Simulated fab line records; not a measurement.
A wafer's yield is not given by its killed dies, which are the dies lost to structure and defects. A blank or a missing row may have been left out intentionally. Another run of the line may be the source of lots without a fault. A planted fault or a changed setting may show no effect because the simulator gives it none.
fab line records | flow gf180mcu
[record] lots = 14 wafers = 42 last_day = 34
route steps=602 shown STI@3 VT_IMPLANT@127 SALICIDE@280 V1@358
lots that met no fault: from a run of the same line without faults
start_h: start of the lot's first displayed wafer, in hours after the record's first day | wait_h: how many hours have passed since the lot's step before this one | " unchanged from the row above | L1.1+2: a single row standing in for several wafers | - no value, or no start given | * or withheld: withheld | < > ~ a bound
route shown NAME@n: NAME is a module with steps in the file, n the number in the route of the first one | usual: average and standard deviation across the fault-free wafers | same: alike in all rows | chamber/n: place in a boat | sites: readings site by site | _std_site: the standard deviation of these | _edge_site: mean of outer sites minus mean of inner sites | radius_mm: how far each site lies from the wafer's centre | mask NAME#n: copy n | behind: the most recent tool/chamber to have shaped the wafer | hold: what put the lot on hold/how long, in hours/how the hold closed | device: transistor that didn't switch, given as n, p or np | end of line: the tests these same wafers got at the end of their route | a step with no rows: only its recipe | killed: dies lost to structure and defects at the first sort, not the wafer's yield | map: a wafer's dies, x killed, . not, _ none there
set.NAME: the setting that was run; set.NAME@STEP: the one run at that earlier step | model.NAME: the simulator's own value behind a step, which no gauge read
steps of the route over a sample of lots; a table a step, a row a wafer
services: the hour from which a tool's chamber was out of use, counted from the record's first day as start_h (under 0 if before that day), plus the number of hours and why
[[steps]]
[step GF_STI_THK_MEAS_02]
[recipe] reads = SiO2_of_STI_OXIDATION_01
[usual] STI_OXIDATION_THK = 9.92/0.2
// columns lot.wafer tool chamber start_h wait_h STI_OXIDATION_THK[nm]
L490.1 film_metro-01 - 11.51 0.0 9.75
L490.4 " - " " 9.89
L490.5 " - " " 9.78
L492.1 film_metro-01 - 21.51 0.0 10.20
L492.3 " - " " 10.24
L492.5 " - " " 10.18
L493.2 film_metro-01 - 27.70 0.0 9.74
L493.3 " - " " 9.61
L493.5 " - " " 9.61
L494.1 film_metro-02 - 31.51 0.0 10.22
L494.3 " - " " 10.11
L494.5 " - " " 10.27
L495.1 film_metro-03 - 37.46 0.0 9.69
L495.2 " - " " 9.73
L495.3 " - " " 9.81
L496.1 film_metro-01 - 44.18 0.0 9.59
L496.2 " - " " 9.87
L496.5 " - " " 9.84
L497.1 film_metro-02 - 46.51 0.0 10.28
L497.3 " - " " 10.27
L497.5 " - " " 10.12
L500.1 film_metro-03 - 61.92 0.0 9.85
L500.4 " - " " 9.89
L500.5 " - " " 9.91
L501.2 film_metro-01 - 66.52 0.0 9.99
L501.5 " - " " 9.85
L501.6 " - " " 10.03
L502.1 film_metro-01 - 71.51 0.0 9.91
L502.3 " - " " 9.89
L502.6 " - " " 10.06
L510.2 film_metro-01 - 112.31 0.0 9.85
L510.3 " - " " 9.97
L510.4 " - " " 9.84
L511.1 film_metro-03 - 116.64 0.0 9.96
L511.5 " - " " 10.05
L511.6 " - " " 10.14
L512.3 film_metro-01 - 121.53 0.0 9.96
L512.5 " - " " 9.90
L512.6 " - " " 10.00
L513.2 film_metro-01 - 126.52 0.0 9.57
L513.4 " - " " 9.61
L513.5 " - " " 9.64
[step GF_VT_IMPLANT_EXPOSE_37]
[recipe] mask_id = Nwell_HV_AREA target_cd_nm = 860 na = 0.6 source_shape = conventional sigma_outer = 0.6 dose_mj = 140
[usual] exposure_dose_mJ_cm2 = 140.01/0.12 focus_offset_nm = -0.1/0.51 reticle_temp_C = 22.98/0.1
// columns lot.wafer tool chamber start_h wait_h mask exposure_dose_mJ_cm2 focus_offset_nm reticle_temp_C
L490.1 iline_stepper-01 0 150.43 - Nwell_HV_AREA#0 139.95 0.0 23.06
L490.4 " 0 " " Nwell_HV_AREA#0 139.98 -0.6 23.07
L490.5 " 0 " " Nwell_HV_AREA#0 140.07 -0.1 23.08
L492.1 iline_stepper-02 0 166.19 - Nwell_HV_AREA#0 140.09 -0.1 22.91
L492.3 " 0 " " Nwell_HV_AREA#0 140.09 -0.3 22.98
L492.5 " 0 " " Nwell_HV_AREA#0 139.81 -0.6 22.76
L493.2 iline_stepper-01 0 172.18 - Nwell_HV_AREA#0 140.12 0.0 23.04
L493.3 " 0 " " Nwell_HV_AREA#0 139.98 0.6 22.94
L493.5 " 0 " " Nwell_HV_AREA#0 139.83 0.1 22.99
L494.1 iline_stepper-01 0 176.19 - Nwell_HV_AREA#0 140.00 0.6 22.88
L494.3 " 0 " " Nwell_HV_AREA#0 139.98 0.1 22.93
L494.5 " 0 " " Nwell_HV_AREA#0 139.98 0.1 22.87
L495.1 iline_stepper-01 0 185.06 - Nwell_HV_AREA#0 139.72 -0.3 22.90
L495.2 " 0 " " Nwell_HV_AREA#0 139.76 0.4 22.87
L495.3 " 0 " " Nwell_HV_AREA#0 139.76 -0.4 22.92
L496.1 iline_stepper-02 0 193.47 - Nwell_HV_AREA#0 140.24 -0.2 23.12
L496.2 " 0 " " Nwell_HV_AREA#0 139.96 -0.1 22.92
L496.5 " 0 " " Nwell_HV_AREA#0 140.04 0.1 23.03
L497.1 iline_stepper-02 0 195.79 - Nwell_HV_AREA#0 139.90 -1.4 22.92
L497.3 " 0 " " Nwell_HV_AREA#0 139.82 -0.2 22.97
L497.5 " 0 " " Nwell_HV_AREA#0 139.80 -0.3 23.03
L500.1 iline_stepper-02 0 218.83 - Nwell_HV_AREA#0 140.07 0.8 22.96
L500.4 " 0 " " Nwell_HV_AREA#0 139.95 -0.5 22.92
L500.5 " 0 " " Nwell_HV_AREA#0 139.92 -0.3 22.96
L501.2 iline_stepper-02 - 225.06 - Nwell_HV_AREA#0 - - -
L501.5 " - " " Nwell_HV_AREA#0 - - -
L501.6 " - " " Nwell_HV_AREA#0 - - -
L502.1 iline_stepper-01 - 232.12 - Nwell_HV_AREA#0 - - -
L502.3 " - " " Nwell_HV_AREA#0 - - -
L502.6 " - " " Nwell_HV_AREA#0 - - -
L510.2 iline_stepper-02 0 285.73 - Nwell_HV_AREA#0 140.15 -0.4 22.89
L510.3 " 0 " " Nwell_HV_AREA#0 140.22 0.3 22.78
L510.4 " 0 " " Nwell_HV_AREA#0 139.89 -0.9 22.78
L511.1 iline_stepper-01 0 291.66 - Nwell_HV_AREA#0 139.86 0.4 23.00
L511.5 " 0 " " Nwell_HV_AREA#0 140.21 0.4 23.09
L511.6 " 0 " " Nwell_HV_AREA#0 140.09 0.3 23.09
L512.3 iline_stepper-02 0 299.25 - Nwell_HV_AREA#0 140.04 -0.9 22.93
L512.5 " 0 " " Nwell_HV_AREA#0 140.37 0.2 22.95
L512.6 " 0 " " Nwell_HV_AREA#0 139.96 0.2 23.06
L513.2 iline_stepper-01 0 301.85 - Nwell_HV_AREA#0 140.05 0.6 23.04
L513.4 " 0 " " Nwell_HV_AREA#0 139.92 0.6 22.92
L513.5 " 0 " " Nwell_HV_AREA#0 140.15 0.7 23.05
[step GF_SALICIDE_SPUTTER_02]
[recipe] material = Co target_thk_nm = 10 power_w = 1000 time_s = 19.03 chamber_pressure_pa = 0.4
[usual] throttle_valve_pct = 30.0/1.2
// columns lot.wafer tool chamber start_h wait_h throttle_valve_pct
L490.1 pvd_sputter-02 - 343.24 0.0 29.6
L490.4 " - " " 31.2
L490.5 " - " " 29.7
L492.1 pvd_sputter-04 - 364.43 0.0 31.2
L492.3 " - " " 30.9
L492.5 " - " " 29.7
L493.2 pvd_sputter-04 - 370.98 0.0 31.3
L493.3 " - " " 30.2
L493.5 " - " " 29.8
L494.1 pvd_sputter-02 - 376.28 0.0 29.8
L494.3 " - " " 29.8
L494.5 " - " " 29.9
L495.1 pvd_sputter-04 - 385.13 0.0 29.9
L495.2 " - " " 31.0
L495.3 " - " " 30.0
L496.1 pvd_sputter-04 - 398.94 0.0 29.9
L496.2 " - " " 30.9
L496.5 " - " " 31.0
L497.1 pvd_sputter-01 - 403.01 0.0 26.3
L497.3 " - " " 27.8
L497.5 " - " " 26.7
L500.1 pvd_sputter-01 - 431.54 0.0 30.8
L500.4 " - " " 26.5
L500.5 " - " " 28.9
L510.2 pvd_sputter-02 - 516.88 0.0 29.8
L510.3 " - " " 31.4
L510.4 " - " " 29.9
L511.1 pvd_sputter-04 - 527.74 0.0 29.9
L511.5 " - " " 29.6
L511.6 " - " " 31.0
L512.3 pvd_sputter-01 - 530.07 0.0 31.0
L512.5 " - " " 26.8
L512.6 " - " " 29.2
L513.2 pvd_sputter-04 - 535.18 0.0 29.5
L513.4 " - " " 30.9
L513.5 " - " " 30.9
[step GF_V1_CVD_23]
[recipe] material = W target_thk_nm = 350 time_s = 105.05 temp_c = 400 pressure_torr = 40
[usual] heater_power_w = 894/81
// columns lot.wafer tool chamber start_h wait_h heater_power_w
L490.1 cvd_w-01 1 415.26 0.0 860
L490.4 " 0 " " 863
L490.5 " 1 " " 873
L492.1 cvd_w-01 0 439.96 0.0 865
L492.3 " 0 " " 857
L492.5 " 0 " " 858
L493.2 cvd_w-01 0 447.10 0.0 861
L493.3 " 0 " " 856
L493.5 " 0 " " 884
L494.1 cvd_w-02 0 453.20 0.0 1007
L494.3 " 0 " " 998
L494.5 " 0 " " 1007
L495.1 cvd_w-02 1 461.56 0.0 778
L495.2 " 0 " " 998
L495.3 " 0 " " 1009
L496.1 cvd_w-01 1 476.76 0.0 894
L496.2 " 0 " " 887
L496.5 " 0 " " 871
L497.1 cvd_w-01 1 480.10 0.0 880
L497.3 " 1 " " 894
L497.5 " 1 " " 916
L500.1 cvd_w-01 0 509.06 0.0 882
L500.4 " 0 " " 889
L500.5 " 0 " " 871
L510.2 cvd_w-02 0 588.62 0.0 1004
L510.3 " 0 " " 997
L510.4 " 1 " " 809
L511.1 cvd_w-02 1 599.14 0.0 788
L511.5 " 1 " " 772
L511.6 " 0 " " 987
L512.3 cvd_w-02 0 600.54 0.1 994
L512.5 " 1 " " 801
L512.6 " 0 " " 1002
L513.2 cvd_w-01 1 605.24 0.0 901
L513.4 " 0 " " 874
L513.5 " 0 " " 879
[[services]]
// columns tool chamber start_h hours kind
iline_stepper-02 - 156.96 4.0 repair
cvd_w-02 1 178.65 7.8 repair
pvd_sputter-04 - 180.83 2.5 repair
iline_stepper-01 - 205.07 1.7 pm
cvd_w-01 - 241.02 1.4 repair
iline_stepper-02 - 251.45 3.6 repair
pvd_sputter-04 - 271.87 1.6 repair
cvd_w-02 - 299.97 1.0 repair
iline_stepper-02 - 309.29 1.7 pm
cvd_w-02 - 324.76 0.5 repair
cvd_w-01 1 347.03 1.7 repair
pvd_sputter-04 - 348.10 0.9 repair
iline_stepper-01 - 348.86 4.4 pm
cvd_w-01 - 374.44 0.6 repair
iline_stepper-01 - 423.25 1.7 pm
pvd_sputter-04 - 435.47 4.8 repair
iline_stepper-02 - 489.50 2.4 repair
iline_stepper-01 - 508.06 3.2 repair
iline_stepper-02 - 527.58 1.7 pm
cvd_w-01 - 554.20 6.9 pm
pvd_sputter-04 - 554.22 10.8 repair
iline_stepper-01 - 575.15 2.2 repair
iline_stepper-01 - 590.44 2.1 pm
iline_stepper-02 - 597.35 11.8 repair
[[key]]
[first_sign] step = GF_VT_IMPLANT_EXPOSE_37 reading = tool_record direction = missing
effect none on later readings
met_at GF_VT_IMPLANT_EXPOSE_37
struck_lots L501,L502
later_rows_left_out L501.2,L501.5,L501.6,L502.1,L502.3,L502.6
sort_left_out L501.2,L501.5,L501.6,L502.1,L502.3,L502.6
tester_left_out L501,L502
not_acting_at GF_STI_THK_MEAS_02,GF_SALICIDE_SPUTTER_02,GF_V1_CVD_23
onset_between 218.83 225.06
[fault] kind = skipped_step_whole tool = iline_stepper-01,iline_stepper-02 chamber = - onset_h = 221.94 steps = GF_VT_IMPLANT_EXPOSE_37 scope = struck_lots_only
// tester_left_out: of these lots the tester's yield and bins aren't shown, on N5 and GAA mostly nor the transistor test; their killed dies are dies lost to structure and defects alone, not to doping, threshold or leakage, so they don't give the yield
// sort_left_out: the simulated sort isn't trusted on such a fault, so these wafers' sort isn't shown, and their yield isn't known
// later_rows_left_out: the simulator's readings of these wafers behind a module that went badly wrong aren't trusted and aren't shown, but for the sort
